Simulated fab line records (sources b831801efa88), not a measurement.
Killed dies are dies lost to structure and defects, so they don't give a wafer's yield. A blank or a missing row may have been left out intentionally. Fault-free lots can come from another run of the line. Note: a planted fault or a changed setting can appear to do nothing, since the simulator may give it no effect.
Chamber matching :: flow gf180mcu :: 3 sister chambers for GF_V5_CVD_02 on pecvd-02
The step deposits SiO2 from TEOS, target thk 1450 nm, time 163.28 s. 6 wafers are shown with their chamber, then 7 later ones without.

== WAFERS, EACH WITH ITS CHAMBER ==
wafer: L233.3
chamber: 1
heaterPowerW (W): 648

wafer: L233.4
chamber: 0
heaterPowerW (W): 673

wafer: L234.3
chamber: 0
heaterPowerW (W): 523

wafer: L234.6
chamber: 2
heaterPowerW (W): 706

wafer: L242.3
chamber: 2
heaterPowerW (W): 796

wafer: L242.4
chamber: 1
heaterPowerW (W): 529

== WAFERS WHOSE CHAMBER IS MISSING ==
wafer: L242.6
heaterPowerW (W): 867

wafer: L248.3
heaterPowerW (W): 618

wafer: L248.4
heaterPowerW (W): 528

wafer: L248.5
heaterPowerW (W): 505

wafer: L249.4
heaterPowerW (W): 814

wafer: L249.5
heaterPowerW (W): 657

wafer: L249.6
heaterPowerW (W): 534

== CHAMBER TAKEN BY EACH ==
wafer: L242.6
from the rows above: can't be placed: 2 or 0 or 1
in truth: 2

wafer: L248.3
from the rows above: can't be placed: 0 or 1 or 2
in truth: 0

wafer: L248.4
from the rows above: can't be placed: 1 or 0 or 2
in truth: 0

wafer: L248.5
from the rows above: can't be placed: 1 or 0 or 2
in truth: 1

wafer: L249.4
from the rows above: can't be placed: 2 or 0 or 1
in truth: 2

wafer: L249.5
from the rows above: can't be placed: 0 or 1 or 2
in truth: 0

wafer: L249.6
from the rows above: can't be placed: 1 or 0 or 2
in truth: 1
Correct placement for 0 of the 7. These rows do not allow placing 7 (true chamber among the candidates in 7). Number placed wrongly: 0.
How it was worked out, from the rows above alone: a wafer's distance from a chamber is the root of the sum, over the readings, of the square of ((its reading less the chamber's mean) divided by the reading's scatter). If the next closest chamber is less than 2 further off than the closest, the wafer can't be placed; otherwise it belongs to the closest. For every chamber, the mean is computed from those of its wafers that are shown. The scatter: the root of (the sum of the squares of (reading less its chamber's mean) over the shown wafers, divided by (wafers less chambers)).
